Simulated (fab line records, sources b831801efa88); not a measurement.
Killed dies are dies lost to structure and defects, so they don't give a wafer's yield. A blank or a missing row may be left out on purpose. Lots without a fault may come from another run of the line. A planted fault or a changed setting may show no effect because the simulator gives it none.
One fault seen from 2 desks | flow sky130 | each desk has only its own numbers; what lay behind them comes last

THE METROLOGY DESK
What the gauges read, lot by lot, whatever tool the lot ran on: means of the sampled wafers that have a number. A lot is out of limits, marked OUT, if its mean lies more than 4 standard deviations from the usual mean; the brackets give that distance.
Columns: A = POLY_GATE_TW at SKY_RES_PROTECT_TW_MEAS_08, usual 3993; B = LDD_HVP_TW at SKY_LDD_HVP_TW_MEAS_10, usual 451
lot  | first seen here | A    | B
L890 | day 16 13:00    | 3974 | 455
L891 | day 16 16:57    | 4047 | 453
L893 | day 17 09:25    | 4041 | 448
L897 | day 18 16:47    | 4056 | 451
L898 | day 19 03:12    | 3959 | 456
L899 | day 19 09:57    | 4038 | 456
L902 | day 20 16:37    | 3958 | 403 (-14) OUT
L905 | day 21 14:09    | 3951 | 404 (-14) OUT
L907 | day 22 17:45    | 4040 | 455
L908 | day 23 13:35    | 3996 | 450
L909 | day 23 19:09    | 3975 | 449
L910 | day 23 20:52    | 4035 | 450
This desk's finding: out of limits on L902, L905; first on L902, day 27 03:20 (LDD_HVP_TW at SKY_LDD_HVP_TW_MEAS_10). In limits: L890, L891, L893, L897, L898, L899, L907, L908, L909, L910.

THE TOOL OWNER'S DESK: implanter-02
The tool's own readings at SKY_LDD_HVP_IMPLANT_08: means of the sampled wafers that have a number, for each lot that ran on this tool. A lot is out of limits, marked OUT, if its mean lies more than 4 standard deviations from the usual mean; the brackets give that distance.
Columns: A = tilt_deg at SKY_LDD_HVP_IMPLANT_08, usual 17.898 degrees
lot  | first seen here | A
L891 | day 23 10:44    | 17.913
L898 | day 25 14:44    | 17.886
L899 | day 25 23:55    | 17.926
L902 | day 27 03:07    | 0.024 (-99 or more) OUT
L905 | day 27 23:23    | 0.006 (-99 or more) OUT
This desk's finding: out of limits on L902, L905; first on L902, day 27 03:07 (tilt_deg at SKY_LDD_HVP_IMPLANT_08). In limits: L891, L898, L899.

PUT TOGETHER
The tool owner's desk could have raised an alarm at day 27 03:07, on L902, L905.
The metrology desk could have raised an alarm at day 27 03:20, on L902, L905.
Of the lots named, all ran SKY_LDD_HVP_IMPLANT_08 on implanter-02.

WHAT THE SIMULATOR HAD PUT IN
Process parameter drift: implanter-02, from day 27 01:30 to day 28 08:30, at SKY_LDD_HVP_IMPLANT_08. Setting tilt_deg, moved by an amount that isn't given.
Lots struck among those shown: L902, L905.
Hours from the fault's start to each desk's first reading out of limits: the tool owner's desk, 2; the metrology desk, 2.
